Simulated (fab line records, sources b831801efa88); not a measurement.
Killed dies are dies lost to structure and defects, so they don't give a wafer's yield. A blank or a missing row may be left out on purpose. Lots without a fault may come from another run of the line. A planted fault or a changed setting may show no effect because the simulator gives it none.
A struck lot beside a sound one | flow gf180mcu | 14 steps out of a route of 602
Sound: wafers L147.1, L147.5, L147.6. Struck: wafers L137.3, L137.5, L137.6. The cause comes at the end.
At each step with rows: each side's tool, then ch and its chambers, then its first start. Under that, the readings that differ: sound wafers | struck wafers | difference of the means | sigmas: that difference in standard deviations of wafers without a fault.
alike: readings whose means differ by less than 2 such deviations, and words and numbers that are the same on both sides. not compared: withheld readings, readings that some wafer has no value for, bounds like >300 that may hide the same value, and numbers for which the record gives no deviation and whose values overlap.
The two part at a step that has a row with sigmas, a row that says differs or no value, or rows on one side only. Numbers that don't overlap but have no deviation are shown without sigmas and don't part them. A reading that every wafer of one side lacks parts them only if that side has two wafers or more.

first, 1 step without rows for these wafers: GF_V4_ETCH_16 (etches BARC in N2/H2).
GF_V4_ETCH_17: etches SiO2 in C4F8/O2/Ar, stops on TiN, target depth 630 nm.
  sound on rie_diel-01 ch 1,2,3; struck on rie_diel-02 ch 0,1,3
  alike: oes_product_au
GF_V4_STRIP_18: strips in O2/N2.
  sound on plasma_asher-01 ch 0,1, day 30 05:40; struck on plasma_asher-01 ch 0,1, day 27 16:47
  alike: drypump_motor_current_A, heater_power_w, oes_product_au
  not compared: rf_hours_counter_h
then, 2 steps without rows for these wafers: GF_V4_STRIP_19 (strips in post etch residue remover, time 1200 s); GF_V4_CLEAN_20 (cleans in DIW).
GF_V4_SPUTTER_21: material Ti, target thk 15 nm, time 80.02 s.
  sound on pvd_sputter-04, day 30 06:11; struck on pvd_sputter-02, day 27 17:17
  alike: cathode_dc_power_W, chamber_pressure_pa, substrate_temp_c, throttle_valve_pct
then, 2 steps without rows for these wafers: GF_V4_SPUTTER_22 (material TiN, target thk 10 nm, time 40 s); GF_V4_CVD_23 (deposits W, target thk 350 nm, time 104.9 s).
GF_V4_RS_MEAS_24: measures by four-point-probe.
  sound on film_metro-03, day 30 06:25; struck on film_metro-04, day 27 17:32
  alike: V4_W_RS
GF_V4_THK_MEAS_25: measures by xrf.
  sound on film_metro-03, day 30 06:32; struck on film_metro-04, day 27 17:38
  alike: V4_W_THK
GF_V4_CMP_26: polishes, stops on SiO2, t overpolish 15 s, target thk 0 nm.
  sound on cmp-02 ch 2,3, day 30 06:35; struck on cmp-01 ch 0,1, day 27 17:43
  alike: motor_current_A, overpolish_run_s, time_to_endpoint_s
GF_MIM_SPUTTER_00: material Ti, target thk 37.5 nm, time 150 s.
  sound on pvd_sputter-04, day 30 06:53; struck on pvd_sputter-03, day 27 17:58
  alike: cathode_dc_power_W, chamber_pressure_pa, substrate_temp_c, throttle_valve_pct
GF_MIM_SPUTTER_01: material TiN, target thk 30 nm, time 25 s.
  sound on pvd_sputter-04, day 30 06:59; struck on pvd_sputter-03, day 27 18:04
  no value came back on the struck wafers for cathode_dc_power_W (W), chamber_pressure_pa (Pa), throttle_valve_pct (%); on the sound wafers cathode_dc_power_W (W) reads 6501.4 6500.4 6499.3
then, 1 step without rows for these wafers: GF_MIM_SPUTTER_02 (material AlCu, target thk 450 nm, time 23.9 s).

WHERE THEY PART
Only at GF_MIM_SPUTTER_01, within this record.

WHY: what the simulator had put in
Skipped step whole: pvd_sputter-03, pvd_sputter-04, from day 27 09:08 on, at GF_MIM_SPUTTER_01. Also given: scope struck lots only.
